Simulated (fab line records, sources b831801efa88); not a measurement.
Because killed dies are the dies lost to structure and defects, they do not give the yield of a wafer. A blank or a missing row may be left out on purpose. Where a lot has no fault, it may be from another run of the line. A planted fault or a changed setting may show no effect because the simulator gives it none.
Which of the tools did it? || flow gf180mcu || 18 wafers from 6 lots sampled at 2 of the route's 602 steps

WHAT EACH GAUGE READ, for each wafer
GF_STI_CD_MEAS_12: target cd 220 nm.
{"lot": "L288", "measured": "day 2 11:52", "on": "cd_sem-01", "cd_nm (nm)": "221.2 220.9 222.4"}
{"lot": "L294", "measured": "day 3 18:47", "on": "cd_sem-02", "cd_nm (nm)": "219.0 218.8 220.5"}
{"lot": "L297", "measured": "day 4 12:04", "on": "cd_sem-02", "cd_nm (nm)": "221.1 220.1 220.9"}
{"lot": "L299", "measured": "day 4 21:02", "on": "cd_sem-02", "cd_nm (nm)": "220.2 220.8 220.0"}
{"lot": "L301", "measured": "day 5 14:07", "on": "cd_sem-01", "cd_nm (nm)": "212.4 212.1 212.1"}
{"lot": "L307", "measured": "day 6 15:12", "on": "cd_sem-01", "cd_nm (nm)": "220.6 221.2 220.2"}

EACH LOT AND THE TOOL THAT RAN IT (in order: tool; ch and the chambers of the sampled wafers; start)
{"lot": "L288", "GF_STI_PEB_10": "litho_track-01 ch 0, day 2 11:31"}
{"lot": "L294", "GF_STI_PEB_10": "litho_track-03 ch 0, day 3 18:28"}
{"lot": "L297", "GF_STI_PEB_10": "litho_track-03 ch 0, day 4 11:44"}
{"lot": "L299", "GF_STI_PEB_10": "litho_track-01 ch 0, day 4 20:41"}
{"lot": "L301", "GF_STI_PEB_10": "litho_track-01 ch 0, day 5 13:46"}
{"lot": "L307", "GF_STI_PEB_10": "litho_track-02 ch 0, day 6 14:52"}
- GF_STI_PEB_10: peb time 90 s.

THE ANSWER, worked out from the rows above alone
Rule: the usual values come from the lots themselves. Put in order of their means at a reading, lots are off if they are a third of the lots or fewer, leave a main group of 4 or more, and stand apart from it by a gap of 3 or more times the standard deviation of the main group's means; of several such gaps the widest counts. If all means in a main group match to the digits the tables above print for the reading, that group is not used. A lot without any number at a reading at which 4 lots or more have one is off too. Any other lot the step has rows for is counted as sound.
Off, at GF_STI_CD_MEAS_12 on cd_nm: L301. For the main group the mean is 220.5 nm and the standard deviation 0.67.
If a tool, at a process step before that reading, ran all the lots that are off and no sound lot after the first of them, it fits. Gauges at GF_STI_CD_MEAS_12: tried the same way as those tools. One candidate fits, namely litho_track-01 at GF_STI_PEB_10. Its last sound lot is L299 (day 4 20:41), its first lot that is off L301 (day 5 13:46): a fault that began between those two fits.

WHAT THE SIMULATOR PUT IN
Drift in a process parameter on litho_track-01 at GF_STI_PEB_10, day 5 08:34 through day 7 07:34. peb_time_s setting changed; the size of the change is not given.
Shown lots that were struck: L301. The rule above found the same.
